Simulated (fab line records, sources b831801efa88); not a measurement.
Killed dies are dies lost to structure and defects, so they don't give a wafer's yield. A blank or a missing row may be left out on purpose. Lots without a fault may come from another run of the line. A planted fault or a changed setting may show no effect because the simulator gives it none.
Which tool did it? | flow sky130 | 10 lots, 30 wafers sampled, at 6 steps of a route of 708

WHAT THE GAUGES READ, wafer by wafer
SKY_METAL5_RS_MEAS_05: measures by four-point-probe.
lot  | measured     | on            | METAL5_ALCU_RS (ohm/sq)
L762 | day 42 10:33 | film_metro-01 | 0.02704 0.02679 0.02705
L763 | day 42 17:32 | film_metro-04 | 0.02692 0.02715 0.02711
L764 | day 43 01:19 | film_metro-03 | 0.02699 0.02711 0.02725
L765 | day 43 11:07 | film_metro-03 | 0.02714 0.02715 0.02741
L768 | day 44 13:11 | film_metro-03 | 0.02706 0.02731 0.02729
L767 | day 44 16:17 | film_metro-01 | 0.02718 0.02708 0.02711
L770 | day 44 20:58 | film_metro-03 | 0.02731 0.02706 0.0275
L776 | day 46 08:52 | film_metro-03 | 0.03193 0.02696 0.03201
L781 | day 47 18:42 | film_metro-03 | 0.02696 0.02709 0.02686
L784 | day 48 05:01 | film_metro-03 | 0.02718 0.02727 0.02737

SKY_METAL5_THK_MEAS_06: measures by xrf.
lot  | measured     | on            | METAL5_ALCU_THK (nm)
L762 | day 42 10:39 | film_metro-01 | 1160 1173 1162
L763 | day 42 17:40 | film_metro-04 | 1177 1159 1161
L764 | day 43 01:25 | film_metro-03 | 1159 1155 1146
L765 | day 43 11:14 | film_metro-03 | 1152 1159 1137
L768 | day 44 13:18 | film_metro-03 | 1157 1151 1147
L767 | day 44 16:24 | film_metro-01 | 1157 1158 1156
L770 | day 44 21:05 | film_metro-03 | 1146 1156 1145
L776 | day 46 08:58 | film_metro-03 | 984 1164 983
L781 | day 47 18:49 | film_metro-03 | 1161 1159 1170
L784 | day 48 05:08 | film_metro-03 | 1151 1146 1143

WHICH TOOL RAN EACH LOT (tool, then ch and the chambers of the sampled wafers, then the start)
lot  | SKY_VIA4_ETCH_12                   | SKY_VIA4_SPUTTER_17          | SKY_METAL5_SPUTTER_02        | SKY_METAL5_SPUTTER_03
L762 | rie_diel-01 ch 1,2, day 42 08:42   | pvd_sputter-04, day 42 09:24 | pvd_sputter-01, day 42 10:23 | pvd_sputter-01, day 42 10:27
L763 | rie_diel-03 ch 0,2, day 42 15:48   | pvd_sputter-02, day 42 16:33 | pvd_sputter-01, day 42 17:25 | pvd_sputter-01, day 42 17:28
L764 | rie_diel-03 ch 0,2, day 42 23:46   | pvd_sputter-02, day 43 00:25 | pvd_sputter-03, day 43 01:10 | pvd_sputter-03, day 43 01:13
L765 | rie_diel-03 ch 0,1,3, day 43 09:27 | pvd_sputter-04, day 43 10:09 | pvd_sputter-03, day 43 11:00 | pvd_sputter-03, day 43 11:03
L768 | rie_diel-03 ch 1,2,3, day 44 11:33 | pvd_sputter-01, day 44 12:15 | pvd_sputter-03, day 44 13:03 | pvd_sputter-03, day 44 13:06
L767 | rie_diel-01 ch 1,2, day 44 14:42   | pvd_sputter-04, day 44 15:25 | pvd_sputter-03, day 44 16:10 | pvd_sputter-03, day 44 16:13
L770 | rie_diel-03 ch 1,2,3, day 44 19:24 | pvd_sputter-04, day 44 20:06 | pvd_sputter-02, day 44 20:50 | pvd_sputter-02, day 44 20:54
L776 | rie_diel-02 ch 0,2,3, day 46 07:15 | pvd_sputter-04, day 46 07:58 | pvd_sputter-03, day 46 08:42 | pvd_sputter-03, day 46 08:45
L781 | rie_diel-03 ch 0,1,2, day 47 17:06 | pvd_sputter-01, day 47 17:49 | pvd_sputter-02, day 47 18:34 | pvd_sputter-02, day 47 18:37
L784 | rie_diel-01 ch 0,1,3, day 48 03:27 | pvd_sputter-04, day 48 04:10 | pvd_sputter-01, day 48 04:54 | pvd_sputter-01, day 48 04:57
- SKY_VIA4_ETCH_12: etches SiO2 in C4F8/O2/Ar, stops on TiN, target depth 580 nm.
- SKY_VIA4_SPUTTER_17: material TiN, target thk 20 nm, time 80 s.
- SKY_METAL5_SPUTTER_02: material AlCu, target thk 1150 nm, time 61.2 s.
- SKY_METAL5_SPUTTER_03: material Ti, target thk 5 nm, time 3.3 s.

WHAT THE TOOLS THEMSELVES READ (means of the sampled wafers that have a number; where no wafer has one, the mark that the record gives instead)
SKY_VIA4_ETCH_12.
lot  | tool        | oes_product_au (a.u.) | rf_fwd_power_W (W)
L762 | rie_diel-01 | 0.928                 | 1490
L763 | rie_diel-03 | 0.931                 | 1493
L764 | rie_diel-03 | 0.931                 | 1490
L765 | rie_diel-03 | 0.926                 | 1491
L768 | rie_diel-03 | 0.930                 | 1487
L767 | rie_diel-01 | 0.931                 | 1491
L770 | rie_diel-03 | 0.927                 | 1487
L776 | rie_diel-02 | 0.927                 | 1494
L781 | rie_diel-03 | 0.929                 | 1491
L784 | rie_diel-01 | 0.923                 | 1495

SKY_VIA4_SPUTTER_17.
lot  | tool           | throttle_valve_pct (%)
L762 | pvd_sputter-04 | 30.3
L763 | pvd_sputter-02 | 29.8
L764 | pvd_sputter-02 | 30.1
L765 | pvd_sputter-04 | 30.0
L768 | pvd_sputter-01 | 30.3
L767 | pvd_sputter-04 | 30.0
L770 | pvd_sputter-04 | 29.2
L776 | pvd_sputter-04 | 28.2
L781 | pvd_sputter-01 | 30.1
L784 | pvd_sputter-04 | 29.2

SKY_METAL5_SPUTTER_02.
lot  | tool           | throttle_valve_pct (%)
L762 | pvd_sputter-01 | 29.8
L763 | pvd_sputter-01 | 29.3
L764 | pvd_sputter-03 | 30.4
L765 | pvd_sputter-03 | 30.7
L768 | pvd_sputter-03 | 30.5
L767 | pvd_sputter-03 | 30.3
L770 | pvd_sputter-02 | 30.1
L776 | pvd_sputter-03 | 30.9
L781 | pvd_sputter-02 | 30.0
L784 | pvd_sputter-01 | 29.6

SKY_METAL5_SPUTTER_03.
lot  | tool           | throttle_valve_pct (%)
L762 | pvd_sputter-01 | 29.8
L763 | pvd_sputter-01 | 29.3
L764 | pvd_sputter-03 | 30.3
L765 | pvd_sputter-03 | 30.8
L768 | pvd_sputter-03 | 30.6
L767 | pvd_sputter-03 | 30.0
L770 | pvd_sputter-02 | 30.1
L776 | pvd_sputter-03 | 30.7
L781 | pvd_sputter-02 | 30.2
L784 | pvd_sputter-01 | 29.5

THE ANSWER, worked out from the rows above alone
Rule: what is usual is taken from the lots themselves. Put in order of their means at a reading, lots are off if they are a third of the lots or fewer, leave a main group of 4 or more, and stand apart from it by a gap of 3 or more times the standard deviation of the main group's means; of several such gaps the widest counts. A main group whose means are all the same, to the digits that the tables above print for the reading, isn't used. A lot without any number at a reading at which 4 lots or more have one is off too. The other lots that the step has rows for count as sound. The gauges are gone through in route order, then the tools' own readings, and for those a lot's mean is taken as printed above. The first step at which some lot is off is used, and at that step the reading that is off furthest; a lot without a number counts as furthest.
Off: L776, at SKY_METAL5_RS_MEAS_05 (METAL5_ALCU_RS). The main group: mean 0.02714 ohm/sq, standard deviation 0.00012.
A tool fits if, at a process step before that reading, it ran every lot that is off, and no sound lot after the first of them. The gauges at SKY_METAL5_RS_MEAS_05 aren't tried: what is off there is off at SKY_VIA4_SPUTTER_17 too, on other tools, and a gauge's error can't cause that. Can't be told from this: 2 tools fit, rie_diel-02 at SKY_VIA4_ETCH_12, pvd_sputter-03 at SKY_METAL5_SPUTTER_02 and SKY_METAL5_SPUTTER_03.

WHAT THE SIMULATOR HAD PUT IN
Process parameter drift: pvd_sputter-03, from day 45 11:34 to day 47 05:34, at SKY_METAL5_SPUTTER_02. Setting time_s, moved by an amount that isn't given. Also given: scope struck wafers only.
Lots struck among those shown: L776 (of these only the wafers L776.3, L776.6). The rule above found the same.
